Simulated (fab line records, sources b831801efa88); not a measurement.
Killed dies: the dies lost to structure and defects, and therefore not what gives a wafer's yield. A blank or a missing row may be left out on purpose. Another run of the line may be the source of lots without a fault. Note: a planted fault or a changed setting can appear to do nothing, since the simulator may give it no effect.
The tool behind it: which one? | flow sky130 | Sampling: 13 lots, 37 wafers, 3 of 708 route steps

WHAT THE GAUGES READ, wafer by wafer
SKY_POLY_GATE_CD_MEAS_22.
lot  | measured     | on        | cd_nm (nm)
L356 | day 16 07:56 | cd_sem-02 | 149.6 157.5 146.4
L357 | day 16 19:17 | cd_sem-01 | 153.9 153.6 152.1
L358 | day 17 11:01 | cd_sem-02 | 151.5 150.9 148.0
L359 | day 17 22:20 | cd_sem-02 | 152.0 151.9 152.0
L365 | day 19 23:29 | cd_sem-02 | 153.9 153.1
L366 | day 20 15:25 | cd_sem-02 | 147.3 148.3 150.2
L368 | day 21 01:50 | cd_sem-02 | 150.4 149.0
L371 | day 21 20:22 | cd_sem-01 | 151.7 151.1 155.1
L375 | day 23 15:18 | cd_sem-01 | 147.6 149.3 150.8
L376 | day 23 23:20 | cd_sem-01 | 152.3 150.4 148.3
L377 | day 24 01:25 | cd_sem-01 | 152.8 153.5 149.2
L378 | day 24 06:59 | cd_sem-01 | 153.5 150.1 153.3
L379 | day 24 23:08 | cd_sem-02 | 146.1 149.0 146.4

SKY_LDD_HVP_OVL_MEAS_07.
lot  | measured     | on         | LDD_HVP_OVL (nm)
L356 | day 21 08:08 | overlay-02 | -2.0 -0.4 -2.0
L357 | day 21 21:35 | overlay-01 | -1.3 1.0 -0.3
L358 | day 22 13:55 | overlay-01 | -2.1 0.1 -0.2
L359 | day 23 02:25 | overlay-02 | -2.8 -2.2 -3.8
L365 | day 25 01:49 | overlay-01 | -2.9 -3.1
L366 | day 25 17:56 | overlay-02 | 0.4 0.7 1.6
L368 | day 26 02:17 | overlay-01 | 0.3 -2.6
L371 | day 26 21:37 | overlay-01 | -0.7 -2.0 -1.5
L375 | day 28 13:34 | overlay-02 | 2.0 1.2 1.2
L376 | day 28 21:31 | overlay-01 | -2.1 -3.6 -2.7
L377 | day 28 23:02 | overlay-02 | -1.4 -1.6 -1.9
L378 | day 29 03:02 | overlay-01 | 0.4 0.4 1.8
L379 | day 29 20:08 | overlay-02 | 0.2 0.8 -0.8

WHAT TOOL EACH LOT RAN ON (gives the tool, then ch and the chambers of the sampled wafers, and finally the start)
lot  | SKY_RES_PROTECT_STRIP_07
L356 | plasma_asher-01 ch 0,1, day 15 00:18
L357 | plasma_asher-02 ch 0,1, day 15 11:08
L358 | plasma_asher-01 ch 0,1, day 15 21:02
L359 | plasma_asher-01 ch 0,1, day 16 10:32
L365 | plasma_asher-04 ch 0,1, day 18 13:17
L366 | plasma_asher-01 ch 0,1, day 19 04:40
L368 | plasma_asher-04 ch 0,1, day 19 14:48
L371 | plasma_asher-01 ch 0,1, day 20 10:06
L375 | plasma_asher-01 ch 0,1, day 22 05:22
L376 | plasma_asher-04 ch 0,1, day 22 14:18
L377 | plasma_asher-01 ch 0,1, day 22 15:02
L378 | plasma_asher-01 ch 0,1, day 22 20:51
L379 | plasma_asher-02 ch 0,1, day 23 12:26
- SKY_RES_PROTECT_STRIP_07: strips in O2/N2.

AS READ BY THE TOOLS THEMSELVES (means over the sampled wafers that have a number; for cases with no such wafer, the mark the record gives instead)
SKY_RES_PROTECT_STRIP_07.
lot  | tool            | drypump_motor_current_A (A) | o2_flow_sccm (sccm) | oes_product_au (a.u.) | strip_time_to_endpoint_s (s)
L356 | plasma_asher-01 | 4.9                         | 3000                | 0.514                 | 23.30
L357 | plasma_asher-02 | 6.2                         | 3008                | 0.514                 | 23.35
L358 | plasma_asher-01 | 4.9                         | 2993                | 0.517                 | 23.36
L359 | plasma_asher-01 | 4.9                         | 2992                | 0.522                 | 23.31
L365 | plasma_asher-04 | 5.8                         | 2998                | 0.516                 | 23.33
L366 | plasma_asher-01 | 4.9                         | 2993                | 0.518                 | 23.35
L368 | plasma_asher-04 | 5.8                         | 3007                | 0.516                 | 23.30
L371 | plasma_asher-01 | 4.9                         | 3008                | 0.516                 | 23.31
L375 | plasma_asher-01 | 4.9                         | 2983                | 0.516                 | 23.33
L376 | plasma_asher-04 | 5.9                         | 2998                | 0.516                 | 23.30
L377 | plasma_asher-01 | 4.9                         | 2997                | 0.513                 | 23.31
L378 | plasma_asher-01 | 4.9                         | 3005                | 0.515                 | 23.32
L379 | plasma_asher-02 | 6.1                         | 3000                | 0.519                 | 23.24

THE ANSWER, worked out from the rows above alone
Rule: what is usual is taken from the lots themselves. Put in order of their means at a reading, lots are off if they are a third of the lots or fewer, leave a main group of 4 or more, and stand apart from it by a gap of 3 or more times the standard deviation of the main group's means; of several such gaps the widest counts. Not used: any main group whose means are identical at the precision the tables above print for the reading. A lot without any number at a reading at which 4 lots or more have one is off too. Where the step has rows for the other lots, those lots are counted as sound. First the gauges in route order, then the tools' own readings, where a lot's mean is used as printed above. The first step at which some lot is off is used, and at that step the reading that is off furthest; a lot without a number counts as furthest.
Nothing can be told from this: no lot is off at any reading shown.

WHAT THE SIMULATOR HAD INSERTED
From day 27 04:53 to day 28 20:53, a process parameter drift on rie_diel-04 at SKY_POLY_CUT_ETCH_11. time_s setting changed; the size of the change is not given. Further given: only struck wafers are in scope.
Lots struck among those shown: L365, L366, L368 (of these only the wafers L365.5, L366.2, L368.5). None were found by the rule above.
